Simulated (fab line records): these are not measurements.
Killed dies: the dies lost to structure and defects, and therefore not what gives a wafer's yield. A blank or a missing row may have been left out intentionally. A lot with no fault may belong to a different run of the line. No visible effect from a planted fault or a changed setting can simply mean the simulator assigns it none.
Matching of chambers || flow sky130 || rie diel-02 running SKY_VIA3_ETCH_15: 4 sister chambers
The step etches SiO2 in C4F8/O2/Ar, stops on TiN, target depth 507 nm, time 78 s. 4 wafers are shown with their chamber, then 7 later ones without.

## WAFERS, EACH WITH ITS CHAMBER
{"wafer": "L696.1", "chamber": 3, "chamber pressure mTorr (mTorr)": 40.04}
{"wafer": "L707.2", "chamber": 0, "chamber pressure mTorr (mTorr)": 39.87}
{"wafer": "L709.1", "chamber": 2, "chamber pressure mTorr (mTorr)": 40.00}
{"wafer": "L709.2", "chamber": 1, "chamber pressure mTorr (mTorr)": 39.99}

## WAFERS MISSING THEIR CHAMBER
{"wafer": "L709.3", "chamber pressure mTorr (mTorr)": 39.99}
{"wafer": "L715.2", "chamber pressure mTorr (mTorr)": 39.96}
{"wafer": "L715.3", "chamber pressure mTorr (mTorr)": 40.03}
{"wafer": "L715.6", "chamber pressure mTorr (mTorr)": 40.05}
{"wafer": "L716.2", "chamber pressure mTorr (mTorr)": 39.96}
{"wafer": "L716.4", "chamber pressure mTorr (mTorr)": 40.07}
{"wafer": "L716.6", "chamber pressure mTorr (mTorr)": 40.01}

## WHICH CHAMBER EACH ONE RAN IN
{"wafer": "L709.3", "from the rows above": "can't be placed: 1 or 2", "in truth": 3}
{"wafer": "L715.2", "from the rows above": "can't be placed: 1 or 2", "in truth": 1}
{"wafer": "L715.3", "from the rows above": "can't be placed: 3 or 2 or 1", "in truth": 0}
{"wafer": "L715.6", "from the rows above": "can't be placed: 3 or 2", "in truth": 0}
{"wafer": "L716.2", "from the rows above": "can't be placed: 1 or 2", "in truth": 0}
{"wafer": "L716.4", "from the rows above": "can't be placed: 3 or 2", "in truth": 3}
{"wafer": "L716.6", "from the rows above": "can't be placed: 2 or 1 or 3", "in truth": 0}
Placed correctly: 0 of 7. Not placeable from these rows: 7 (in 2, the candidates include the true chamber). 0 placed wrongly.
How it was worked out, from the rows above alone: a wafer's distance from a chamber is the root of the sum, over the readings, of the square of ((its reading less the chamber's mean) divided by the reading's scatter). The wafer belongs to the nearest chamber; if the next one is less than 2 further off, it can't be placed. The mean given for a chamber averages the wafers shown for that chamber. The scatter: root of mean squared gap, hidden wafer to nearest shown wafer, with one shown wafer a chamber.
